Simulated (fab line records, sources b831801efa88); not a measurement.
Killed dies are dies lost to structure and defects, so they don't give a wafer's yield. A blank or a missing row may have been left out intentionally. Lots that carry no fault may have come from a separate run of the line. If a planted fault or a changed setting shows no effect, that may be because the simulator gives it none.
Which tool is to blame? || flow sky130 || 24 lots, 72 wafers sampled, at 4 steps of a route of 708

## WHAT EACH GAUGE READ, for each wafer
SKY_VIA1_OVL_MEAS_13.
{"lot": "L074", "measured": "day 33 20:53", "on": "overlay-01", "VIA1_OVL (nm)": "-1 4 2"}
{"lot": "L075", "measured": "day 34 03:04", "on": "overlay-02", "VIA1_OVL (nm)": "1 0 -7"}
{"lot": "L076", "measured": "day 34 16:45", "on": "overlay-01", "VIA1_OVL (nm)": "-2 -13 1"}
{"lot": "L077", "measured": "day 35 09:49", "on": "overlay-02", "VIA1_OVL (nm)": "-20 -10 -16"}
{"lot": "L078", "measured": "day 35 11:20", "on": "overlay-02", "VIA1_OVL (nm)": "8 3 2"}
{"lot": "L080", "measured": "day 35 17:17", "on": "overlay-01", "VIA1_OVL (nm)": "-8 -10 -9"}
{"lot": "L079", "measured": "day 35 18:44", "on": "overlay-01", "VIA1_OVL (nm)": "-12 -5 -5"}
{"lot": "L081", "measured": "day 36 02:56", "on": "overlay-01", "VIA1_OVL (nm)": "-2 -1 2"}
{"lot": "L082", "measured": "day 37 02:16", "on": "overlay-02", "VIA1_OVL (nm)": "6 5 -5"}
{"lot": "L084", "measured": "day 37 05:00", "on": "overlay-01", "VIA1_OVL (nm)": "-4 -9 -6"}
{"lot": "L083", "measured": "day 37 10:16", "on": "overlay-02", "VIA1_OVL (nm)": "-5 -2 -2"}
{"lot": "L085", "measured": "day 37 18:20", "on": "overlay-01", "VIA1_OVL (nm)": "-4 2 -6"}
{"lot": "L086", "measured": "day 37 19:23", "on": "overlay-01", "VIA1_OVL (nm)": "0 -3 -8"}
{"lot": "L087", "measured": "day 38 06:13", "on": "overlay-01", "VIA1_OVL (nm)": "-6 -2 -4"}
{"lot": "L088", "measured": "day 38 13:15", "on": "overlay-01", "VIA1_OVL (nm)": "-4 0 -5"}
{"lot": "L089", "measured": "day 38 16:51", "on": "overlay-02", "VIA1_OVL (nm)": "3 -3 -2"}
{"lot": "L090", "measured": "day 38 22:02", "on": "overlay-01", "VIA1_OVL (nm)": "4 2 6"}
{"lot": "L091", "measured": "day 39 09:20", "on": "overlay-01", "VIA1_OVL (nm)": "2 -1 -4"}
{"lot": "L092", "measured": "day 39 17:38", "on": "overlay-02", "VIA1_OVL (nm)": "-5 -7 -1"}
{"lot": "L094", "measured": "day 40 01:35", "on": "overlay-02", "VIA1_OVL (nm)": "-2 -8 -6"}
{"lot": "L095", "measured": "day 40 08:35", "on": "overlay-01", "VIA1_OVL (nm)": "-2 1 -1"}
{"lot": "L093", "measured": "day 40 08:40", "on": "overlay-02", "VIA1_OVL (nm)": "-6 -3 -2"}
{"lot": "L096", "measured": "day 40 14:59", "on": "overlay-01", "VIA1_OVL (nm)": "2 -4 -4"}
{"lot": "L097", "measured": "day 40 22:05", "on": "overlay-01", "VIA1_OVL (nm)": "5 0 -4"}

SKY_VIA2_CD_MEAS_12 targets a cd of 200 nm.
{"lot": "L074", "measured": "day 36 05:34", "on": "cdSem-02", "cdNm (nm)": "202.3 199.4 200.2"}
{"lot": "L075", "measured": "day 36 09:55", "on": "cdSem-01", "cdNm (nm)": "202.1 202.1 201.8"}
{"lot": "L076", "measured": "day 36 23:30", "on": "cdSem-02", "cdNm (nm)": "202.1 201.0 200.4"}
{"lot": "L077", "measured": "day 37 17:52", "on": "cdSem-02", "cdNm (nm)": "201.2 202.2 200.6"}
{"lot": "L078", "measured": "day 37 18:20", "on": "cdSem-02", "cdNm (nm)": "202.1 200.3 201.7"}
{"lot": "L080", "measured": "day 38 00:49", "on": "cdSem-02", "cdNm (nm)": "200.6 200.1 199.7"}
{"lot": "L079", "measured": "day 38 02:23", "on": "cdSem-02", "cdNm (nm)": "201.2 201.5 199.9"}
{"lot": "L081", "measured": "day 38 10:28", "on": "cdSem-01", "cdNm (nm)": "203.7 204.2 202.6"}
{"lot": "L082", "measured": "day 39 08:52", "on": "cdSem-02", "cdNm (nm)": "200.0 199.5 199.8"}
{"lot": "L084", "measured": "day 39 10:16", "on": "cdSem-01", "cdNm (nm)": "198.8 198.0 198.4"}
{"lot": "L083", "measured": "day 39 15:54", "on": "cdSem-01", "cdNm (nm)": "200.2 199.4 198.9"}
{"lot": "L085", "measured": "day 39 23:20", "on": "cdSem-02", "cdNm (nm)": "200.4 201.2 201.2"}
{"lot": "L086", "measured": "day 40 00:43", "on": "cdSem-02", "cdNm (nm)": "198.1 199.4 197.9"}
{"lot": "L087", "measured": "day 40 11:28", "on": "cdSem-01", "cdNm (nm)": "201.3 199.9 200.9"}
{"lot": "L088", "measured": "day 40 17:36", "on": "cdSem-02", "cdNm (nm)": "202.4 201.6 201.3"}
{"lot": "L089", "measured": "day 40 21:04", "on": "cdSem-01", "cdNm (nm)": "200.6 201.2 201.1"}
{"lot": "L090", "measured": "day 41 01:38", "on": "cdSem-01", "cdNm (nm)": "199.1 200.0 198.3"}
{"lot": "L091", "measured": "day 41 13:10", "on": "cdSem-01", "cdNm (nm)": "198.4 199.0 197.8"}
{"lot": "L092", "measured": "day 41 21:05", "on": "cdSem-02", "cdNm (nm)": "200.4 199.7 201.7"}
{"lot": "L094", "measured": "day 42 04:29", "on": "cdSem-02", "cdNm (nm)": "200.8 200.7 198.7"}
{"lot": "L095", "measured": "day 42 11:46", "on": "cdSem-01", "cdNm (nm)": "199.5 200.9 201.4"}
{"lot": "L093", "measured": "day 42 11:05", "on": "cdSem-01", "cdNm (nm)": "203.7 201.1 201.7"}
{"lot": "L096", "measured": "day 42 17:25", "on": "cdSem-01", "cdNm (nm)": "200.2 200.7 199.8"}
{"lot": "L097", "measured": "day 43 00:01", "on": "cdSem-02", "cdNm (nm)": "202.0 202.5 202.3"}

SKY_CAPM_THK_MEAS_01.
{"lot": "L074", "measured": "day 36 07:19", "on": "filmMetro-02", "CAPM_CVD_00_THK (nm)": "15.22 15.60 15.68"}
{"lot": "L075", "measured": "day 36 11:52", "on": "filmMetro-01", "CAPM_CVD_00_THK (nm)": "15.32 15.55 15.61"}
{"lot": "L076", "measured": "day 37 01:10", "on": "filmMetro-01", "CAPM_CVD_00_THK (nm)": "15.31 15.43 14.97"}
{"lot": "L077", "measured": "day 37 19:34", "on": "filmMetro-01", "CAPM_CVD_00_THK (nm)": "15.31 14.94 15.58"}
{"lot": "L078", "measured": "day 37 20:28", "on": "filmMetro-02", "CAPM_CVD_00_THK (nm)": "15.24 15.65 15.59"}
{"lot": "L080", "measured": "day 38 02:31", "on": "filmMetro-04", "CAPM_CVD_00_THK (nm)": "15.22 15.10 15.76"}
{"lot": "L079", "measured": "day 38 04:06", "on": "filmMetro-01", "CAPM_CVD_00_THK (nm)": "15.39 15.51 15.54"}
{"lot": "L081", "measured": "day 38 12:10", "on": "filmMetro-04", "CAPM_CVD_00_THK (nm)": "15.47 15.39 15.73"}
{"lot": "L082", "measured": "day 39 10:35", "on": "filmMetro-02", "CAPM_CVD_00_THK (nm)": "15.40 15.32 15.42"}
{"lot": "L084", "measured": "day 39 11:58", "on": "filmMetro-01", "CAPM_CVD_00_THK (nm)": "15.45 15.18 15.48"}
{"lot": "L083", "measured": "day 39 17:47", "on": "filmMetro-04", "CAPM_CVD_00_THK (nm)": "15.36 15.26 15.36"}
{"lot": "L085", "measured": "day 40 01:03", "on": "filmMetro-04", "CAPM_CVD_00_THK (nm)": "15.30 15.46 15.62"}
{"lot": "L086", "measured": "day 40 02:24", "on": "filmMetro-04", "CAPM_CVD_00_THK (nm)": "15.73 15.34 15.41"}
{"lot": "L087", "measured": "day 40 13:16", "on": "filmMetro-01", "CAPM_CVD_00_THK (nm)": "15.50 15.11 15.68"}
{"lot": "L088", "measured": "day 40 19:19", "on": "filmMetro-01", "CAPM_CVD_00_THK (nm)": "15.36 15.30 15.37"}
{"lot": "L089", "measured": "day 40 22:46", "on": "filmMetro-02", "CAPM_CVD_00_THK (nm)": "15.07 15.56 15.31"}
{"lot": "L090", "measured": "day 41 03:20", "on": "filmMetro-01", "CAPM_CVD_00_THK (nm)": "15.46 15.24 15.48"}
{"lot": "L091", "measured": "day 41 14:51", "on": "filmMetro-01", "CAPM_CVD_00_THK (nm)": "15.32 15.82 15.45"}
{"lot": "L092", "measured": "day 41 22:47", "on": "filmMetro-02", "CAPM_CVD_00_THK (nm)": "15.56 15.34 15.33"}
{"lot": "L094", "measured": "day 42 06:13", "on": "filmMetro-04", "CAPM_CVD_00_THK (nm)": "15.64 15.44 15.76"}
{"lot": "L095", "measured": "day 42 13:32", "on": "filmMetro-02", "CAPM_CVD_00_THK (nm)": "15.18 15.31 15.95"}
{"lot": "L093", "measured": "day 42 12:50", "on": "filmMetro-02", "CAPM_CVD_00_THK (nm)": "15.71 15.61 15.90"}
{"lot": "L096", "measured": "day 42 19:07", "on": "filmMetro-02", "CAPM_CVD_00_THK (nm)": "15.55 15.70 15.99"}
{"lot": "L097", "measured": "day 43 01:44", "on": "filmMetro-02", "CAPM_CVD_00_THK (nm)": "15.18 15.70 15.67"}

SKY_CAPM_OVL_MEAS_12.
{"lot": "L074", "measured": "day 37 09:31", "on": "overlay-02", "CAPM_OVL (nm)": "-0.8 -1.7 -0.2"}
{"lot": "L075", "measured": "day 37 13:28", "on": "overlay-01", "CAPM_OVL (nm)": "-0.5 1.0 -0.5"}
{"lot": "L076", "measured": "day 38 03:17", "on": "overlay-01", "CAPM_OVL (nm)": "-1.2 -0.4 1.2"}
{"lot": "L077", "measured": "day 38 20:43", "on": "overlay-01", "CAPM_OVL (nm)": "-0.7 1.6 1.2"}
{"lot": "L078", "measured": "day 38 22:28", "on": "overlay-02", "CAPM_OVL (nm)": "-3.0 -0.6 -4.5"}
{"lot": "L080", "measured": "day 39 03:31", "on": "overlay-01", "CAPM_OVL (nm)": "-2.8 -2.8 -1.2"}
{"lot": "L079", "measured": "day 39 05:31", "on": "overlay-02", "CAPM_OVL (nm)": "-2.4 -0.3 -1.5"}
{"lot": "L081", "measured": "day 39 13:10", "on": "overlay-02", "CAPM_OVL (nm)": "-1.2 -2.2 -3.6"}
{"lot": "L082", "measured": "day 40 10:49", "on": "overlay-01", "CAPM_OVL (nm)": "-3.1 -3.7 -3.6"}
{"lot": "L084", "measured": "day 40 12:52", "on": "overlay-01", "CAPM_OVL (nm)": "-1.3 -0.2 -1.4"}
{"lot": "L083", "measured": "day 40 18:34", "on": "overlay-02", "CAPM_OVL (nm)": "-3.1 -2.8 -2.9"}
{"lot": "L085", "measured": "day 41 00:46", "on": "overlay-01", "CAPM_OVL (nm)": "-2.9 -2.6 -0.8"}
{"lot": "L086", "measured": "day 41 02:31", "on": "overlay-02", "CAPM_OVL (nm)": "-1.6 -1.7 -2.1"}
{"lot": "L087", "measured": "day 41 13:25", "on": "overlay-02", "CAPM_OVL (nm)": "-0.8 -1.6 -1.3"}
{"lot": "L088", "measured": "day 41 19:14", "on": "overlay-01", "CAPM_OVL (nm)": "-2.1 -1.4 -3.4"}
{"lot": "L089", "measured": "day 41 22:26", "on": "overlay-02", "CAPM_OVL (nm)": "-2.0 -2.6 -1.6"}
{"lot": "L090", "measured": "day 42 03:19", "on": "overlay-01", "CAPM_OVL (nm)": "-1.1 0.2 -1.5"}
{"lot": "L091", "measured": "day 42 14:46", "on": "overlay-01", "CAPM_OVL (nm)": "-2.1 -1.0 -2.7"}
{"lot": "L092", "measured": "day 42 22:49", "on": "overlay-01", "CAPM_OVL (nm)": "-0.8 -1.6 -0.3"}
{"lot": "L094", "measured": "day 43 05:16", "on": "overlay-01", "CAPM_OVL (nm)": "0.3 1.0 0.6"}
{"lot": "L095", "measured": "day 43 12:40", "on": "overlay-02", "CAPM_OVL (nm)": "-1.5 -0.8 -2.7"}
{"lot": "L093", "measured": "day 43 11:34", "on": "overlay-01", "CAPM_OVL (nm)": "0.1 -0.3 -2.8"}
{"lot": "L096", "measured": "day 43 18:16", "on": "overlay-02", "CAPM_OVL (nm)": "-1.2 -0.6 -2.8"}
{"lot": "L097", "measured": "day 44 00:31", "on": "overlay-01", "CAPM_OVL (nm)": "-2.2 -1.9 -0.9"}

## WHAT TOOL EACH LOT RAN ON (gives the tool, then ch and the chambers of the sampled wafers, and finally the start)
The record shows no process step preceding these readings.

## AS READ BY THE TOOLS THEMSELVES (means over the sampled wafers that have a number; for cases with no such wafer, the mark the record gives instead)
The record holds no such reading with a usual standard deviation.

## THE ANSWER, worked out from the rows above alone
Rule: usual is defined by the lots themselves. Put in order of their means at a reading, lots are off if they are a third of the lots or fewer, leave a main group of 4 or more, and stand apart from it by a gap of 3 or more times the standard deviation of the main group's means; of several such gaps the widest counts. If all means in a main group match to the digits the tables above print for the reading, that group is not used. A lot without any number at a reading at which 4 lots or more have one is off too. Where the step has rows for the other lots, those lots are counted as sound. Order of review: gauges by route order, followed by the tools' own readings, for which a lot's mean as printed above is used. The first step at which some lot is off is used, and at that step the reading that is off furthest; a lot without a number counts as furthest.
No lot is off at any reading shown: from this, nothing can be told.

## WHAT THE SIMULATOR PUT IN
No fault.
